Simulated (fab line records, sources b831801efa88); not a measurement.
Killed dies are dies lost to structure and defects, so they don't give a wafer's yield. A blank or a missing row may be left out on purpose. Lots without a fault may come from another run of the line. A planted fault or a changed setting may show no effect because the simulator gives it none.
A struck lot beside a sound one | flow sfq_line | 43 steps out of a route of 325
Sound: wafers L995.1, L995.2, L995.5. Struck: wafer L101.6. (L101.2, L101.3 of the same lot were not struck and are left out.) The cause comes at the end.
At each step with rows: each side's tool, then ch and its chambers, then its first start. Under that, the readings that differ: sound wafers | struck wafers | difference of the means | sigmas: that difference in standard deviations of wafers without a fault.
alike: readings whose means differ by less than 2 such deviations, and words and numbers that are the same on both sides. not compared: withheld readings, readings that some wafer has no value for, bounds like >300 that may hide the same value, and numbers for which the record gives no deviation and whose values overlap.
The two part at a step that has a row with sigmas, a row that says differs or no value, or rows on one side only. Numbers that don't overlap but have no deviation are shown without sigmas and don't part them. A reading that every wafer of one side lacks parts them only if that side has two wafers or more.

first, 6 steps without rows for these wafers: SFQ_TRILAYER_M4_LITHO_COAT_098 (resist thk 62 nm); SFQ_TRILAYER_M4_LITHO_COAT_093 (resist thk 600 nm); SFQ_TRILAYER_M4_LITHO_SOFTBAKE_097; SFQ_TRILAYER_M4_LITHO_EXPOSE_094 (exposes mask M4, target cd 500 nm); SFQ_TRILAYER_M4_LITHO_PEB_096 (peb time 60 s); SFQ_TRILAYER_M4_LITHO_DEVELOP_095 (time 60 s).
SFQ_M4_OVL_MEAS_926:
  sound on overlay-02, day 44 22:56; struck on overlay-02, day 46 09:29
  alike: M4_OVL
then, 1 step without rows for these wafers: SFQ_TRILAYER_M4_BARC_OPEN_METAL_ETCH_123 (etches BARC in O2, target depth 125 nm, time 41.7 s).
SFQ_TRILAYER_M4_ETCH_METAL_ETCH_096: etches Nb in Cl2/Ar, stops on SiO2, target depth 240 nm, time 120 s.
  sound on rie_metal-02 ch 0,1, day 44 23:02; struck on rie_metal-04 ch 1, day 46 09:34
  alike: drypump_motor_current_A, oes_product_au
  not compared: rf_hours_counter_h
SFQ_TRILAYER_M4_STRIP_STRIP_097: strips in O2.
  sound on rie_metal-02 ch 0,1, day 44 23:10; struck on rie_metal-04 ch 1, day 46 09:42
  alike: drypump_motor_current_A, oes_product_au
  not compared: rf_hours_counter_h
then, 2 steps without rows for these wafers: SFQ_TRILAYER_M4_STRIP_SOLV_CLEAN_098 (cleans in NMP, time 600 s); SFQ_TRILAYER_I4_DEP_PECVD_099 (deposits SiO2 from SiH4/N2O, time 111.11 s, target thk 500 nm).
SFQ_TRILAYER_I4_CMP_CMP_100: polishes SiO2.
  sound on cmp-02 ch 0,2,3, day 45 13:14; struck on cmp-01 ch 0, day 47 11:44
  reading                                             | sound             | struck | difference | sigmas
  time_to_endpoint_s (s)                              | 219 210 212       | 291    | +77        | +10
  model.SiO2_of_TRILAYER_I4_DEP_PECVD_099.thk_nm (nm) | 199.2 197.6 200.1 | 310.5  | +111.5     |
  alike: motor_current_A
SFQ_I4_BOW_MEAS_927:
  sound on film_metro-03, day 45 15:44; struck on film_metro-03, day 47 13:35
  not compared: I4_BOW
SFQ_TRILAYER_I4_METRO_MEASURE_101:
  sound on film_metro-03, day 45 15:51; struck on film_metro-03, day 47 21:37
  reading     | sound             | struck | difference | sigmas
  thk_nm (nm) | 199.2 197.6 200.2 | 310.4  | +111.4     | +93
then, 6 steps without rows for these wafers: SFQ_TRILAYER_I4_VIA_LITHO_COAT_108 (resist thk 62 nm); SFQ_TRILAYER_I4_VIA_LITHO_COAT_103 (resist thk 650 nm); SFQ_TRILAYER_I4_VIA_LITHO_SOFTBAKE_107; SFQ_TRILAYER_I4_VIA_LITHO_EXPOSE_104 (exposes mask I4, target cd 700 nm); SFQ_TRILAYER_I4_VIA_LITHO_PEB_106 (peb time 60 s); SFQ_TRILAYER_I4_VIA_LITHO_DEVELOP_105 (time 60 s).
-- the record jumps here: 4 days lie between the struck wafers' starts before and after --
SFQ_I4_OVL_MEAS_928:
  sound on overlay-01, day 50 14:07; struck on overlay-02, day 51 17:37
  reading     | sound | struck | difference | sigmas
  I4_OVL (nm) | 7 4 5 | -8     | -13        | -2
then, 1 step without rows for these wafers: SFQ_TRILAYER_I4_VIA_BARC_OPEN_VIA_ETCH_146 (etches BARC in O2, target depth 125 nm, time 41.7 s).
SFQ_TRILAYER_I4_VIA_ETCH_VIA_ETCH_106: etches SiO2 in CHF3, stops on Nb, target depth 260 nm.
  sound on rie_diel-01 ch 0,1, day 50 14:11; struck on rie_diel-01 ch 1, day 51 17:41
  reading                        | sound             | struck | difference | sigmas
  oes_product_au (a.u.)          | 0.852 0.851 0.861 | 1.004  | +0.149     | +28
  model.etch.depth_nm (nm)       | 199.2 197.6 200.1 | 260.9  | +61.9      |
  model.I4.feature_depth_nm (nm) | 199.2 197.6 200.1 | 260.9  | +61.9      |
  alike: drypump_motor_current_A
SFQ_TRILAYER_I4_VIA_STRIP_STRIP_107: strips in O2.
  sound on rie_metal-04 ch 0,1, day 50 14:18; struck on rie_metal-02 ch 0, day 51 17:47
  alike: drypump_motor_current_A, oes_product_au
  not compared: rf_hours_counter_h
then, 3 steps without rows for these wafers: SFQ_TRILAYER_I4_VIA_STRIP_SOLV_CLEAN_108 (cleans in NMP, time 600 s); SFQ_TRILAYER_JJ_TRILAYER_DEP_PRE_CLEAN_113 (time 22.5 s); SFQ_TRILAYER_JJ_TRILAYER_DEP_SPUTTER_109 (material Nb, target thk 150 nm, time 100 s).
SFQ_TRILAYER_JJ_TRILAYER_DEP_SPUTTER_110: material Al, target thk 8 nm, time 10 s.
  sound on pvd_sputter-06, day 50 15:11; struck on pvd_sputter-03, day 51 18:40
  alike: throttle_valve_pct
then, 1 step without rows for these wafers: SFQ_TRILAYER_JJ_TRILAYER_DEP_AL_OXIDATION_111 (oxidation time 600 s).
SFQ_TRILAYER_JJ_TRILAYER_DEP_SPUTTER_112: material Nb, target thk 170 nm, time 113.3 s.
  sound on pvd_sputter-06, day 50 16:12; struck on pvd_sputter-03, day 51 19:41
  alike: throttle_valve_pct
SFQ_JJ_RS_MEAS_929: measures by four-point-probe.
  sound on film_metro-02, day 50 16:17; struck on film_metro-02, day 51 19:47
  alike: JJ_NB_RS
then, 6 steps without rows for these wafers: SFQ_TRILAYER_JJ_CE_LITHO_COAT_119 (resist thk 62 nm); SFQ_TRILAYER_JJ_CE_LITHO_COAT_114 (resist thk 600 nm); SFQ_TRILAYER_JJ_CE_LITHO_SOFTBAKE_118; SFQ_TRILAYER_JJ_CE_LITHO_EXPOSE_115 (exposes mask J5, target cd 700 nm); SFQ_TRILAYER_JJ_CE_LITHO_PEB_117 (peb time 60 s); SFQ_TRILAYER_JJ_CE_LITHO_DEVELOP_116 (time 60 s).
SFQ_JJ_OVL_MEAS_931:
  sound on overlay-01, day 52 01:34; struck on overlay-01, day 52 09:58
  alike: J5_OVL
then, 2 steps without rows for these wafers: SFQ_TRILAYER_JJ_CE_METRO_MEASURE_117; SFQ_TRILAYER_JJ_CE_BARC_OPEN_RIE_150 (chemistry O2, target BARC, target depth 240 nm, time 80 s).
-- the record jumps here: 5 days lie between the struck wafers' starts before and after --
SFQ_TRILAYER_M5_ETCH_METAL_ETCH_126: etches Nb in Cl2/BCl3, stops on SiO2, time 203.2 s, target depth 265 nm.
  sound on rie_metal-03 ch 0,1, day 56 19:39; struck on rie_metal-01 ch 0, day 57 12:40
  reading                                             | sound             | struck | difference | sigmas
  model.SiO2_of_TRILAYER_I4_DEP_PECVD_099.thk_nm (nm) | 179.4 178.1 180.5 | 290.8  | +111.5     |
  alike: drypump_motor_current_A, oes_product_au
  not compared: rf_hours_counter_h
-- the record jumps here: 20 days lie between the struck wafers' starts before and after --
SFQ_M8_BOW_MEAS_951:
  sound on film_metro-03, day 76 00:47; struck on film_metro-02, day 77 20:20
  reading                 | sound            | struck | difference | sigmas
  model.etest.i4.link_ohm | 2.19 2.182 2.175 | 1e+06  | +1e+06     |
  alike: M8_BOW

WHERE THEY PART
First at SFQ_TRILAYER_I4_CMP_CMP_100; last, within this record, at SFQ_TRILAYER_I4_VIA_ETCH_VIA_ETCH_106. Later steps at which nothing parts them and some readings are alike: SFQ_TRILAYER_I4_VIA_STRIP_STRIP_107, SFQ_TRILAYER_JJ_TRILAYER_DEP_SPUTTER_110, SFQ_TRILAYER_JJ_TRILAYER_DEP_SPUTTER_112, SFQ_JJ_RS_MEAS_929, SFQ_JJ_OVL_MEAS_931, SFQ_TRILAYER_M5_ETCH_METAL_ETCH_126, SFQ_M8_BOW_MEAS_951.

WHY: what the simulator had put in
Process parameter drift: cmp-01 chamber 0, from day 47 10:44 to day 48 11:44, at SFQ_TRILAYER_I4_CMP_CMP_100. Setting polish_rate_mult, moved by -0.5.
